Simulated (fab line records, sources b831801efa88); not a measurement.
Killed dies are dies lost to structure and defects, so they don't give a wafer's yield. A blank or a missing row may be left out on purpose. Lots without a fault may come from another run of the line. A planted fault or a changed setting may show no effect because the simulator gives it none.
Which tool did it? | flow sky130 | 12 lots, 36 wafers sampled, at 1 step of a route of 708

WHAT THE GAUGES READ, wafer by wafer
SKY_DNWELL_TW_MEAS_09.
lot  | measured    | on            | DNWELL_TW
L075 | day 3 10:14 | film_metro-02 | 1110 1111 1114
L077 | day 3 23:21 | film_metro-02 | 1113 1115 1110
L079 | day 4 08:16 | film_metro-03 | 1094 1102 1098
L081 | day 4 17:31 | film_metro-02 | 1108 1097 1101
L083 | day 5 04:59 | film_metro-03 | 1103 1109 1103
L085 | day 5 15:40 | film_metro-01 | 1115 1118 1118
L087 | day 6 01:47 | film_metro-01 | 1103 1107 1103
L089 | day 6 14:41 | film_metro-02 | 1101 1105 1104
L091 | day 7 05:59 | film_metro-02 | 1103 1104 1097
L093 | day 7 12:34 | film_metro-01 | 1097 1095 1102
L095 | day 8 04:00 | film_metro-03 | 1127 1123 1127
L097 | day 8 10:22 | film_metro-02 | 1099 1095 1100

WHICH TOOL RAN EACH LOT (tool, then ch and the chambers of the sampled wafers, then the start)
The record holds no process step before these readings.

THE ANSWER, worked out from the rows above alone
Rule: what is usual is taken from the lots themselves. Put in order of their means at a reading, lots are off if they are a third of the lots or fewer, leave a main group of 4 or more, and stand apart from it by a gap of 3 or more times the standard deviation of the main group's means; of several such gaps the widest counts. A main group whose means are all the same, to the digits that the tables above print for the reading, isn't used. A lot without any number at a reading at which 4 lots or more have one is off too. The other lots that the step has rows for count as sound.
No lot is off at any reading shown: from this, nothing can be told.

WHAT THE SIMULATOR HAD PUT IN
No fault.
